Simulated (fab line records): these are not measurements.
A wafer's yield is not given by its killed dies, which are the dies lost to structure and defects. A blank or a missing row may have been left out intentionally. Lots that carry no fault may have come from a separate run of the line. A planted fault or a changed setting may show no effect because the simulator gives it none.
Code-filled problem report in 8D (eight disciplines) form ; flow sky130 ; the parts of the form that need people (team, actions taken, sign-off) are left out

1. WHAT IS WRONG
cd nm at SKY_VIA2_CD_MEAS_12 reads a mean of 220.9 nm on 12 wafers of 4 lots; wafers without a fault read 200.1 nm with a standard deviation of 1.4. That puts it +15 standard deviations away from the usual mean.
The step: target cd 200 nm.
Seen first at day 41 21:44 on cd sem-02, wafer L616.1. Wafers with a number at this step in the record: 48, from 16 lots. The rule behind "out" and "out of limits": a value lying over 4 standard deviations away from the usual mean. Any other wafer with a number is counted as sound.

2. WHAT THIS IS AND IS NOT
question;is;is not
which readings at this step;cd nm;-
which lots;L616, L617, L618, L619;L602, L603, L604, L605, L606, L607, L608, L609, L610, L614, L615, L620
which wafers of those lots;all that have a number;-
read on which gauges;cd sem-01, cd sem-02;-
when;from day 41 21:44;"up to then (33 sound wafers); but 3 sound wafers of L620 came after"

3. WHAT RULES OUT EACH SUSPECT
Counting: a tool at a process step up to the reading stays a suspect if it ran every lot that is out and no sound lot after the first of them.
- ruled out: the gauge at SKY_VIA2_CD_MEAS_12. 2 gauges (cd sem-01, cd sem-02) read the wafers that are out.
- krf scanner-01 at SKY_VIA2_EXPOSE_09 (exposes mask VIM2, target cd 200 nm): kept. All lots that are out passed through it, beginning with L616 at day 41 09:32, and no sound lot followed; its final sound lot before that point was L614 at day 41 01:43. On those wafers its own readings are out: exposure dose mJ cm2.
Remaining after the count: krf scanner-01 at SKY_VIA2_EXPOSE_09.

4. THE CAUSE (what the simulator had put in)
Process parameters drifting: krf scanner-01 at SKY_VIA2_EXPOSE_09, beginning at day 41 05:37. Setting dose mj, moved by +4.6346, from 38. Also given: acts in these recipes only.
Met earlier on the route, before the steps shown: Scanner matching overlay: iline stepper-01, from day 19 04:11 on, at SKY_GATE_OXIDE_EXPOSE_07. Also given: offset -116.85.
Only this tool survived the counting.

5. THE EFFECT CHAIN, in route order
Each row: a reading where the mean over the struck wafers with a number is more than 3 standard deviations away from the usual. Readings are gone through only where the record gives a usual standard deviation; hours: the median, over the lots, of the time from a lot's start at the first step in this table giving one to that lot's start at this step; sigmas: the change measured in usual standard deviations.
hours;step;reading;usual;on struck wafers;change;sigmas
0;SKY_VIA2_EXPOSE_09;exposure dose mJ cm2;38.00;42.63;+4.63;+99 or more
12;SKY_VIA2_CD_MEAS_12;cd nm;200.1 nm;220.9;+20.8;+15
Process steps it contains:
- SKY_VIA2_EXPOSE_09: exposes mask VIM2, target cd 200 nm.

6. HOW IT WOULD HAVE BEEN CAUGHT EARLIER
In this record the first reading out of limits at a measuring or inspecting step was taken at day 41 21:44, 16 hours after the fault began at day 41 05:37.
The tool's own readings at SKY_VIA2_EXPOSE_09 were out on every struck wafer that the step has a row for (exposure dose mJ cm2): an alarm limit on them would have fired on the first of those.
By day 41 21:44, every lot that is out (4) had started SKY_VIA2_EXPOSE_09 on krf scanner-01. Had the tool been put on hold then, not one of them would have been saved.
